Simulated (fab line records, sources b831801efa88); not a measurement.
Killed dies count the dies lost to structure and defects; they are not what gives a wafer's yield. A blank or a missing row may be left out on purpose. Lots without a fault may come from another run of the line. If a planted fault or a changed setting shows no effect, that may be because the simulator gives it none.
Chamber matching + flow gf180mcu + cmp-02 running GF_V2_CMP_26: 4 sister chambers
The step polishes, stops on SiO2, t overpolish 15 s, target thk 0 nm. 4 wafers are shown with their chamber, then 10 later ones without.

== EACH WAFER AND ITS CHAMBER ==
| wafer  | chamber | motorCurrentA (A) |
|--------|---------|-------------------|
| L103.6 | 1       | 12.7              |
| L108.1 | 2       | 9.6               |
| L109.1 | 3       | 10.9              |
| L109.3 | 0       | 12.0              |

== WAFERS MISSING THEIR CHAMBER ==
| wafer  | motorCurrentA (A) |
|--------|-------------------|
| L109.6 | 12.4              |
| L111.2 | 11.2              |
| L111.3 | 9.4               |
| L111.6 | 10.8              |
| L112.2 | 12.2              |
| L112.3 | 11.1              |
| L112.4 | 12.1              |
| L114.1 | 12.2              |
| L114.3 | 9.2               |
| L114.4 | 10.4              |

== THE CHAMBER EACH PASSED THROUGH ==
| wafer  | from the rows above     | in truth |
|--------|-------------------------|----------|
| L109.6 | can't be placed: 1 or 0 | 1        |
| L111.2 | can't be placed: 3 or 0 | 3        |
| L111.3 | 2                       | 2        |
| L111.6 | 3                       | 3        |
| L112.2 | can't be placed: 0 or 1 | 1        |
| L112.3 | 3                       | 3        |
| L112.4 | can't be placed: 0 or 1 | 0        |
| L114.1 | can't be placed: 0 or 1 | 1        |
| L114.3 | 2                       | 2        |
| L114.4 | can't be placed: 3 or 2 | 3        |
Correctly placed: 4 of 10. These rows do not allow placing 6 (true chamber among the candidates in 6). 0 placed wrongly.
How it was worked out, from the rows above alone: a wafer's distance from a chamber is the root of the sum, over the readings, of the square of ((its reading less the chamber's mean) divided by the reading's scatter). The wafer belongs to the nearest chamber; if the next one is less than 2 further off, it can't be placed. A chamber's mean is the mean of its shown wafers. The scatter: root of mean squared gap, hidden wafer to nearest shown wafer, with one shown wafer a chamber.
